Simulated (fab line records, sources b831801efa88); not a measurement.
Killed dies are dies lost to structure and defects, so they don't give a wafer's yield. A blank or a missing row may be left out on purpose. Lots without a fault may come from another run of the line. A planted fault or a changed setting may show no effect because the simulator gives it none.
Which tool did it? | flow gf180mcu | 12 lots, 36 wafers sampled, at 3 steps of a route of 602

WHAT THE GAUGES READ, wafer by wafer
GF_HV_LDD_TW_MEAS_38. Usual: HV_LDD_3_TW 1459, standard deviation 15.
lot  | measured     | on            | HV_LDD_3_TW    | flag
L954 | day 12 04:16 | film_metro-01 | 1435 1441 1436 |
L955 | day 12 11:49 | film_metro-01 | 1439 1438 1437 |
L956 | day 12 18:19 | film_metro-04 | 1463 1462 1462 |
L961 | day 14 12:10 | film_metro-03 | 1420 1436 1425 |
L962 | day 14 22:34 | film_metro-01 | 1406 1419 1418 |
L963 | day 15 02:59 | film_metro-01 | 1450 1450 1443 |
L964 | day 15 08:58 | film_metro-04 | 1481 1482 1482 |
L968 | day 16 18:37 | film_metro-04 | 1483 1477 1482 |
L972 | day 18 04:13 | film_metro-03 | 1458 1458 1456 |
L973 | day 18 14:01 | film_metro-01 | 1435 1442 1451 |
L974 | day 19 03:35 | film_metro-03 | 1462 1458 1463 |
L975 | day 19 03:39 | film_metro-04 | 1488 1478 1483 |

GF_HV_LDD_RS_MEAS_53: measures by four-point-probe. Usual: HV_LDD_RS 418.1 ohm/sq, standard deviation 0.92.
lot  | measured     | on            | HV_LDD_RS (ohm/sq) | flag
L954 | day 12 23:59 | film_metro-04 | 417.1 417.3 416.6  |
L955 | day 13 08:02 | film_metro-01 | 417.9 419.7 418.7  |
L956 | day 13 13:56 | film_metro-03 | 417.8 418.0 418.6  |
L961 | day 15 08:12 | film_metro-01 | 421.5 422.1 421.2  | OFF
L962 | day 15 20:02 | film_metro-04 | 424.3 424.6 424.2  | OFF
L963 | day 16 01:21 | film_metro-01 | 417.7 417.2 416.7  |
L964 | day 16 07:20 | film_metro-03 | 418.7 418.7 418.2  |
L968 | day 17 17:43 | film_metro-03 | 417.6 418.9 417.0  |
L972 | day 19 04:56 | film_metro-03 | 419.3 418.8 419.2  |
L973 | day 19 15:14 | film_metro-04 | 417.8 417.8 418.2  |
L974 | day 20 04:43 | film_metro-01 | 416.4 417.0 417.7  |
L975 | day 20 04:50 | film_metro-03 | 418.5 418.6 418.4  |

WHICH TOOL RAN EACH LOT (tool, then ch and the chambers of the sampled wafers, then the start)
lot  | GF_HV_LDD_IMPLANT_36
L954 | implanter-04 ch 0, day 12 04:01
L955 | implanter-04 ch 0, day 12 11:34
L956 | implanter-03 ch 0, day 12 18:04
L961 | implanter-04 ch 0, day 14 11:55
L962 | implanter-04 ch 0, day 14 22:19
L963 | implanter-03 ch 0, day 15 02:44
L964 | implanter-03 ch 0, day 15 08:43
L968 | implanter-03 ch 0, day 16 18:22
L972 | implanter-02 ch 0, day 18 03:58
L973 | implanter-03 ch 0, day 18 13:46
L974 | implanter-03 ch 0, day 19 03:20
L975 | implanter-02 ch 0, day 19 03:26
- GF_HV_LDD_IMPLANT_36

WHAT THE TOOLS THEMSELVES READ (means of the sampled wafers that have a number; where no wafer has one, the mark that the record gives instead)
GF_HV_LDD_IMPLANT_36. Usual: dose_ions_cm2 7.501e+12, standard deviation 9.1e+09; faraday_current_uA 42.3, standard deviation 0.92.
lot  | tool         | dose_ions_cm2 | faraday_current_uA | flag
L954 | implanter-04 | 7.501e+12     | 42.3               |
L955 | implanter-04 | 7.494e+12     | 41.7               |
L956 | implanter-03 | 7.504e+12     | 42.7               |
L961 | implanter-04 | 5.528e+12     | 31.0               | OFF
L962 | implanter-04 | 5.532e+12     | 31.5               | OFF
L963 | implanter-03 | 7.506e+12     | 41.7               |
L964 | implanter-03 | 7.503e+12     | 42.4               |
L968 | implanter-03 | 7.490e+12     | 42.4               |
L972 | implanter-02 | 7.497e+12     | 42.7               |
L973 | implanter-03 | 7.502e+12     | 42.5               |
L974 | implanter-03 | 7.508e+12     | 42.5               |
L975 | implanter-02 | 7.502e+12     | 42.5               |

THE ANSWER, worked out from the rows above alone
Rule: a lot is off if the mean of its wafers that have a number lies more than 3 standard deviations from the usual mean. A lot without any number at a reading at which 4 lots or more have one is off too. The other lots that the step has rows for count as sound. The gauges are gone through in route order, then the tools' own readings, and for those a lot's mean is taken as printed above. The first step at which some lot is off is used, and at that step the reading that is off furthest; a lot without a number counts as furthest.
Off: L961, L962, at GF_HV_LDD_RS_MEAS_53 (HV_LDD_RS).
A tool fits if, at a process step before that reading, it ran every lot that is off, and no sound lot after the first of them. The gauges at GF_HV_LDD_RS_MEAS_53 aren't tried: what is off there is off at GF_HV_LDD_IMPLANT_36 too, on other tools, and a gauge's error can't cause that. One fits: implanter-04 at GF_HV_LDD_IMPLANT_36. Its last sound lot is L955 (day 12 11:34), its first lot that is off L961 (day 14 11:55): a fault that began between those two fits.
The tool's own readings at GF_HV_LDD_IMPLANT_36 bear it out: on the lots that are off they differ by more than 5 times the standard deviation of the sound lots' means. dose_ions_cm2 reads 5.530e+12 there against 7.501e+12 on the sound lots; faraday_current_uA reads 31.2 there against 42.3 on the sound lots.

WHAT THE SIMULATOR HAD PUT IN
Process parameter drift: implanter-04, from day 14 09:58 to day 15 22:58, at GF_HV_LDD_IMPLANT_36. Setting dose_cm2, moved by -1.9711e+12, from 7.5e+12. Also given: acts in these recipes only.
Lots struck among those shown: L961, L962. The rule above found the same.
